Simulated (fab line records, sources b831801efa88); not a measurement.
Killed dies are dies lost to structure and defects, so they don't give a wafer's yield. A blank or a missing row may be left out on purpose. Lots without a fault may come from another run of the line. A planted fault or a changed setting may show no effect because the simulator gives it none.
Chamber matching | flow gf180mcu | GF_V2_CMP_26 on cmp-01: 4 sister chambers
The step polishes, stops on SiO2, t overpolish 15 s, target thk 0 nm. 4 wafers are shown with their chamber, then 11 later ones without.

WAFERS WITH THEIR CHAMBER
wafer  | chamber | motor_current_A (A)
L084.1 | 1       | 11.0
L090.2 | 3       | 10.0
L090.5 | 0       | 9.5
L091.1 | 2       | 11.0

WAFERS WITHOUT THEIR CHAMBER
wafer  | motor_current_A (A)
L091.5 | 9.7
L091.6 | 10.4
L093.1 | 10.4
L093.4 | 9.6
L093.6 | 10.3
L094.1 | 10.6
L094.2 | 9.7
L094.3 | 9.6
L095.1 | 10.6
L095.3 | 9.6
L095.4 | 9.9

WHICH CHAMBER EACH WENT THROUGH
wafer  | from the rows above               | in truth
L091.5 | can't be placed: 0 or 3           | 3
L091.6 | can't be placed: 3 or 1 or 2 or 0 | 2
L093.1 | can't be placed: 3 or 1 or 2 or 0 | 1
L093.4 | can't be placed: 0 or 3           | 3
L093.6 | can't be placed: 3 or 1 or 2 or 0 | 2
L094.1 | can't be placed: 1 or 2 or 3      | 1
L094.2 | can't be placed: 0 or 3           | 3
L094.3 | can't be placed: 0 or 3           | 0
L095.1 | can't be placed: 1 or 2 or 3      | 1
L095.3 | can't be placed: 0 or 3           | 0
L095.4 | can't be placed: 3 or 0           | 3
Placed correctly: 0 of 11. Can't be placed from these rows: 11 (the true chamber is among the candidates in 11). Placed wrongly: 0.
How it was worked out, from the rows above alone: a wafer's distance from a chamber is the root of the sum, over the readings, of the square of ((its reading less the chamber's mean) divided by the reading's scatter). The wafer belongs to the nearest chamber; if the next one is less than 2 further off, it can't be placed. A chamber's mean is the mean of its shown wafers. The scatter: with one shown wafer a chamber, the root of the mean of the squares of how far each hidden wafer lies from its nearest shown one.
